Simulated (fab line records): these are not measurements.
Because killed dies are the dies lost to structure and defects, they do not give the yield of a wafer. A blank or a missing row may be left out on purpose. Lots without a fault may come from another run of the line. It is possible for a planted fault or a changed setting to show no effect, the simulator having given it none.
fab line records	flow gf180mcu
record: lots: 12	wafers: 36	lastDay: 36
route steps=602 shown HV_LDD@190 M4@456
lots untouched by any fault: they come from a run of this same line in which no faults occurred
startH: start of the lot's first displayed wafer, in hours after the record's first day	waitH: hours from the lot's prior step to this one	" same as the row above	L1.1+2: one row covering several wafers at once	- no value present, or no start provided	* or withheld: withheld	< > ~ a bound
route shown NAME@n: NAME is a module with steps in the file, n the number in the route of the first one	usual: average and standard deviation across the fault-free wafers	same: alike in all rows	chamber/n: place in a boat	sites: the reading at each site	_std_site: how widely they spread, as a standard deviation	_edge_site: inner sites' mean taken away from outer sites' mean	radiusMm: for every site, how far away it sits from the centre of the wafer	mask NAME#n: copy n	behind: the last tool/chamber to shape the wafer	hold: cause of the lot's hold/its duration in hours/its outcome	device: which transistor (n, p or np) failed to switch	end of line: the tests these same wafers got at the end of their route	where a step has no rows: the recipe by itself	killed: at the first sort, the dies lost to defects and structure; wafer yield is something else	map: the dies of a wafer, with x for killed, . for not killed, _ for no die there
set.NAME: the setting the step ran with; set.NAME@STEP: the setting that earlier step ran with	model.NAME: the simulator's own value behind a step, which no gauge read
the route's steps for a sample of lots (tables are steps, rows are wafers)
services: when a tool's chamber went out of use (startH, in hours from the record's first day, below 0 if earlier), for how many hours, and the reason
== steps ==
step: GF_HV_LDD_COAT_14
recipe: resist: NOVOLAK	spinRpm: 3000	resistThkNm: 1000
lot.wafer	tool	chamber	startH	waitH
L688.2+5+6	lithoTrack-04	0	254.49	0.1
L689.3+5+6	lithoTrack-03	0	267.62	0.1
L690.1+4+6	lithoTrack-03	0	272.27	0.1
L691.1+3+5	lithoTrack-03	0	280.27	0.1
L693.1+2+6	lithoTrack-04	0	296.26	0.1
L698.2+4+6	lithoTrack-03	0	333.69	0.1
L700.1+5+6	lithoTrack-03	0	343.82	0.1
L701.2+3+4	lithoTrack-03	0	351.94	0.1
L702.2+3+5	lithoTrack-03	0	363.19	0.1
L709.1+3+4	lithoTrack-04	0	409.81	0.1
L710.1+4+6	lithoTrack-03	0	420.27	0.1
L711.3+4+5	lithoTrack-02	0	425.32	0.1
step: GF_HV_LDD_CD_MEAS_19
recipe: targetCdNm: 400
usual: cdNm: 399.7/2.3
lot.wafer	tool	chamber	startH	waitH	cdNm
L688.2	cdSem-01	-	265.29	0.1	399.2
L688.5	"	-	"	"	401.5
L688.6	"	-	"	"	400.8
L689.3	cdSem-01	-	278.55	0.1	402.2
L689.5	"	-	"	"	404.0
L689.6	"	-	"	"	405.4
L690.1	cdSem-01	-	283.56	0.1	398.7
L690.4	"	-	"	"	400.0
L690.6	"	-	"	"	400.9
L691.1	cdSem-01	-	290.42	0.1	396.4
L691.3	"	-	"	"	395.7
L691.5	"	-	"	"	398.6
L693.1	cdSem-02	-	307.26	0.1	397.7
L693.2	"	-	"	"	396.6
L693.6	"	-	"	"	395.2
L698.2	cdSem-02	-	345.34	0.1	399.7
L698.4	"	-	"	"	400.4
L698.6	"	-	"	"	400.1
L700.1	cdSem-02	-	355.71	0.1	409.8
L700.5	"	-	"	"	406.4
L700.6	"	-	"	"	408.1
L701.2	cdSem-02	-	363.44	0.1	407.0
L701.3	"	-	"	"	410.0
L701.4	"	-	"	"	410.5
L702.2	cdSem-01	-	375.34	0.1	410.2
L702.3	"	-	"	"	409.0
L702.5	"	-	"	"	411.9
L709.1	cdSem-02	-	422.02	0.1	399.0
L709.3	"	-	"	"	398.9
L709.4	"	-	"	"	398.0
L710.1	cdSem-01	-	432.07	0.1	398.2
L710.4	"	-	"	"	400.6
L710.6	"	-	"	"	400.2
L711.3	cdSem-01	-	437.60	0.1	396.7
L711.4	"	-	"	"	397.8
L711.5	"	-	"	"	394.8
step: GF_HV_LDD_STRIP_22
recipe: chemistry: O2/N2	powerW: 1400	pressureMtorr: 1500	platenTempC: 250	o2FlowSccm: 3000	n2FlowSccm: 300	overashFraction: 0.5
usual: drypumpMotorCurrentA: 6.0/0.31	heaterPowerW: 331/40	oesProductAu: 0.716/0.0049	stripTimeToEndpointS: 12.63/0.038
lot.wafer	tool	chamber	startH	waitH	drypumpMotorCurrentA	heaterPowerW	oesProductAu	rfHoursCounterH	stripTimeToEndpointS
L688.2	plasmaAsher-02	0	265.58	0.1	5.9	306	0.708	39	12.67
L688.5	"	0	"	"	6.0	303	0.716	-	12.64
L688.6	"	1	"	"	6.3	389	0.713	-	12.67
L689.3	plasmaAsher-03	1	278.85	0.1	6.5	289	0.712	-	12.61
L689.5	"	0	"	"	5.8	307	0.714	-	12.56
L689.6	"	1	"	"	6.6	291	0.714	-	12.62
L690.1	plasmaAsher-03	0	283.87	0.1	5.8	309	0.709	65	12.57
L690.4	"	0	"	"	5.8	313	0.714	-	12.58
L690.6	"	1	"	"	6.6	290	0.721	-	12.58
L691.1	plasmaAsher-04	0	290.73	0.1	5.6	380	0.722	65	12.62
L691.3	"	1	"	"	5.7	317	0.729	-	12.61
L691.5	"	1	"	"	5.8	317	0.716	-	12.60
L693.1	plasmaAsher-03	1	307.57	0.1	6.6	290	0.708	67	12.61
L693.2	"	0	"	"	5.8	309	0.719	67	12.68
L693.6	"	1	"	"	6.5	287	0.722	-	12.68
L698.2	plasmaAsher-04	1	345.62	0.1	5.7	318	0.717	70	12.65
L698.4	"	0	"	"	5.7	375	0.717	-	12.64
L698.6	"	1	"	"	5.8	308	0.715	-	12.67
L700.1	plasmaAsher-03	1	356.02	0.1	6.6	297	0.717	73	11.58
L700.5	"	1	"	"	6.6	298	0.717	-	11.64
L700.6	"	0	"	"	5.8	304	0.709	-	11.60
L701.2	plasmaAsher-04	1	363.72	0.1	5.7	313	0.718	72	11.55
L701.3	"	0	"	"	5.6	377	0.717	-	11.54
L701.4	"	1	"	"	5.8	315	0.707	-	11.56
L702.2	plasmaAsher-04	0	375.62	0.1	5.6	374	0.716	73	11.58
L702.3	"	1	"	"	5.8	315	0.717	-	11.59
L702.5	"	0	"	"	5.6	385	0.717	-	11.58
L709.1	plasmaAsher-02	1	422.32	0.1	6.3	394	0.718	55	12.61
L709.3	"	1	"	"	6.3	397	0.712	-	12.61
L709.4	"	0	"	"	5.9	297	0.714	-	12.60
L710.1	plasmaAsher-03	0	432.37	0.1	5.8	302	0.721	0	12.69
L710.4	"	0	"	"	5.8	306	0.713	-	12.66
L710.6	"	1	"	"	6.6	298	0.719	-	12.68
L711.3	plasmaAsher-02	0	437.90	0.1	5.9	315	0.715	-	12.60
L711.4	"	1	"	"	6.2	393	0.713	-	12.59
L711.5	"	0	"	"	6.0	306	0.718	-	12.57
step: GF_M4_SPUTTER_00
recipe: material: Ti	targetThkNm: 37.5	arrivingIonEnergyEv: 80	substrateTempC: 200	chamberPressurePa: 2	powerW: 4000	timeS: 150
usual: chamberPressurePa: 2.000/0.0045	substrateTempC: 199.98/0.17	throttleValvePct: 30.2/0.94
lot.wafer	tool	chamber	startH	waitH	chamberPressurePa	substrateTempC	throttleValvePct
L688.2	pvdSputter-04	-	566.21	0.2	2.007	200.16	30.1
L688.5	"	-	"	"	2.001	200.00	29.5
L688.6	"	-	"	"	2.004	199.90	30.6
L689.3	pvdSputter-04	-	578.31	0.2	2.003	199.96	30.0
L689.5	"	-	"	"	2.001	200.13	29.7
L689.6	"	-	"	"	2.003	199.85	30.8
L690.1	pvdSputter-03	-	584.16	0.2	2.006	200.22	30.7
L690.4	"	-	"	"	1.996	199.87	30.9
L690.6	"	-	"	"	1.999	199.60	30.7
L691.1	pvdSputter-03	-	592.97	0.1	2.000	200.25	31.0
L691.3	"	-	"	"	2.002	200.05	30.6
L691.5	"	-	"	"	2.000	200.07	30.8
L693.1	pvdSputter-04	-	608.55	0.1	2.000	199.90	31.2
L693.2	"	-	"	"	2.002	200.20	30.4
L693.6	"	-	"	"	1.996	200.02	29.8
L698.2	pvdSputter-03	-	646.79	0.2	2.004	199.87	30.7
L698.4	"	-	"	"	1.995	200.14	29.0
L698.6	"	-	"	"	1.999	199.82	29.8
L700.1	pvdSputter-02	-	657.35	0.1	2.007	200.19	31.9
L700.5	"	-	"	"	2.008	199.60	27.5
L700.6	"	-	"	"	2.006	199.80	29.3
L701.2	pvdSputter-03	-	663.97	0.2	1.995	200.06	29.6
L701.3	"	-	"	"	2.000	199.94	30.4
L701.4	"	-	"	"	2.005	199.99	31.1
L702.2	pvdSputter-03	-	674.10	0.1	1.996	200.23	29.7
L702.3	"	-	"	"	1.995	199.74	30.6
L702.5	"	-	"	"	1.998	200.05	29.6
L709.1	pvdSputter-04	-	715.65	0.1	2.006	200.13	30.1
L709.3	"	-	"	"	2.006	199.75	29.8
L709.4	"	-	"	"	2.003	200.06	30.7
L710.1	pvdSputter-04	-	724.00	0.1	1.993	200.07	29.7
L710.4	"	-	"	"	1.992	200.12	29.7
L710.6	"	-	"	"	1.997	199.96	30.6
L711.3	pvdSputter-02	-	727.30	0.2	1.999	200.08	27.5
L711.4	"	-	"	"	1.993	199.96	31.9
L711.5	"	-	"	"	1.994	200.22	32.0
step: GF_M4_SPUTTER_02
recipe: material: AlCu	targetThkNm: 450	powerW: 10600	timeS: 23.9	chamberPressurePa: 0.4
usual: chamberPressurePa: 0.3998/0.00077	throttleValvePct: 30.2/0.95
lot.wafer	tool	chamber	startH	waitH	chamberPressurePa	throttleValvePct
L688.2	pvdSputter-04	-	566.34	0.0	0.3997	30.1
L688.5	"	-	"	"	0.3989	29.7
L688.6	"	-	"	"	0.4007	30.6
L689.3	pvdSputter-04	-	578.44	0.0	0.4001	30.5
L689.5	"	-	"	"	0.4009	29.5
L689.6	"	-	"	"	0.3992	30.6
L690.1	pvdSputter-03	-	584.29	0.0	0.4006	30.7
L690.4	"	-	"	"	0.3995	30.7
L690.6	"	-	"	"	0.4001	30.9
L691.1	pvdSputter-03	-	593.10	0.0	0.4005	30.8
L691.3	"	-	"	"	0.3997	30.7
L691.5	"	-	"	"	0.4006	30.8
L693.1	pvdSputter-04	-	608.68	0.0	0.3994	30.8
L693.2	"	-	"	"	0.3999	30.4
L693.6	"	-	"	"	0.4013	29.5
L698.2	pvdSputter-03	-	646.92	0.0	0.4001	30.8
L698.4	"	-	"	"	0.4003	28.8
L698.6	"	-	"	"	0.3993	30.2
L700.1	pvdSputter-02	-	657.48	0.0	0.3994	32.3
L700.5	"	-	"	"	0.3988	27.5
L700.6	"	-	"	"	0.3996	29.7
L701.2	pvdSputter-03	-	664.10	0.0	0.3997	29.6
L701.3	"	-	"	"	0.3984	30.7
L701.4	"	-	"	"	0.3990	30.9
L702.2	pvdSputter-03	-	674.23	0.0	0.3991	29.8
L702.3	"	-	"	"	0.4000	30.7
L702.5	"	-	"	"	0.4003	29.8
L709.1	pvdSputter-04	-	715.78	0.0	0.3991	30.2
L709.3	"	-	"	"	0.4005	29.8
L709.4	"	-	"	"	0.3994	30.5
L710.1	pvdSputter-04	-	724.14	0.0	0.3997	29.8
L710.4	"	-	"	"	0.3991	29.6
L710.6	"	-	"	"	0.3998	30.6
L711.3	pvdSputter-02	-	727.44	0.0	0.3998	27.6
L711.4	"	-	"	"	0.4011	31.8
L711.5	"	-	"	"	0.4005	32.0
step: GF_M4_CD_MEAS_14
recipe: targetCdNm: 280
usual: cdNm: 280.0/1.2
lot.wafer	tool	chamber	startH	waitH	cdNm
L688.2	cdSem-01	-	589.03	0.1	281.6
L688.5	"	-	"	"	280.9
L688.6	"	-	"	"	280.0
L689.3	cdSem-01	-	600.52	0.1	281.3
L689.5	"	-	"	"	281.1
L689.6	"	-	"	"	280.8
L690.1	cdSem-01	-	606.79	0.1	281.1
L690.4	"	-	"	"	279.4
L690.6	"	-	"	"	280.1
L691.1	cdSem-02	-	615.14	0.1	280.4
L691.3	"	-	"	"	281.6
L691.5	"	-	"	"	280.4
L693.1	cdSem-02	-	630.97	0.1	280.3
L693.2	"	-	"	"	280.6
L693.6	"	-	"	"	280.4
L698.2	cdSem-01	-	667.66	0.1	279.0
L698.4	"	-	"	"	279.7
L698.6	"	-	"	"	279.5
L700.1	cdSem-01	-	678.24	0.1	279.8
L700.5	"	-	"	"	280.2
L700.6	"	-	"	"	280.0
L701.2	cdSem-02	-	685.13	0.1	278.3
L701.3	"	-	"	"	279.1
L701.4	"	-	"	"	278.9
L702.2	cdSem-02	-	695.18	0.1	282.8
L702.3	"	-	"	"	283.6
L702.5	"	-	"	"	282.4
L709.1	cdSem-01	-	734.76	0.1	280.5
L709.3	"	-	"	"	281.4
L709.4	"	-	"	"	279.6
L710.1	cdSem-01	-	743.01	0.1	277.8
L710.4	"	-	"	"	278.9
L710.6	"	-	"	"	277.8
L711.3	cdSem-02	-	746.45	0.1	279.1
L711.4	"	-	"	"	278.9
L711.5	"	-	"	"	279.9
== services ==
tool	chamber	startH	hours	kind
pvdSputter-03	-	244.98	1.8	repair
pvdSputter-03	0	247.63	-	consumableReplace:kit
pvdSputter-03	0	247.63	18.0	scheduledDown
pvdSputter-03	0	247.63	18.0	ventCycle
pvdSputter-03	-	253.70	0.6	repair
pvdSputter-04	-	270.49	3.4	repair
pvdSputter-04	-	307.67	1.2	repair
plasmaAsher-02	-	312.66	3.5	repair
pvdSputter-04	-	324.33	7.5	repair
pvdSputter-03	-	356.54	2.6	repair
plasmaAsher-03	-	421.25	9.0	pm
pvdSputter-03	-	451.92	1.3	repair
plasmaAsher-02	-	469.47	9.2	repair
pvdSputter-02	-	515.81	3.5	repair
plasmaAsher-04	-	534.12	0.4	repair
plasmaAsher-02	-	538.22	3.6	repair
plasmaAsher-03	-	546.08	6.2	repair
plasmaAsher-02	-	588.31	3.8	repair
plasmaAsher-03	-	651.16	35.8	pm
plasmaAsher-02	-	656.24	10.3	repair
pvdSputter-03	-	669.65	1.0	repair
plasmaAsher-04	-	687.93	1.0	repair
pvdSputter-04	-	706.78	1.2	repair
plasmaAsher-02	-	707.67	14.6	pm
== key ==
firstSign: step: GF_HV_LDD_CD_MEAS_19	reading: cdNm	direction: up	sigmas: 4.2	usual: 399.7	struck: 409.2
effect: step: GF_HV_LDD_STRIP_22	reading: stripTimeToEndpointS	direction: down	sigmas: 27	usual: *	struck: *
metAt GF_HV_LDD_COAT_14
struckLots L700,L701,L702
testerLeftOut L700,L701,L702
notActingAt GF_M4_SPUTTER_00,GF_M4_SPUTTER_02,GF_M4_CD_MEAS_14
onsetBetween 333.69 343.82
fault: kind: processParameterDrift	tool: lithoTrack-03	chamber: -	onsetH: 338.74	steps: GF_HV_LDD_COAT_14	channel: resistThkNm	offset: *	shape: step	endH: 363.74	actsIn: *	stated: *
testerLeftOut: of these lots the tester's yield and bins aren't shown, on N5 and GAA mostly nor the transistor test; their killed dies are dies lost to structure and defects alone, not to doping, threshold or leakage, so they don't give the yield
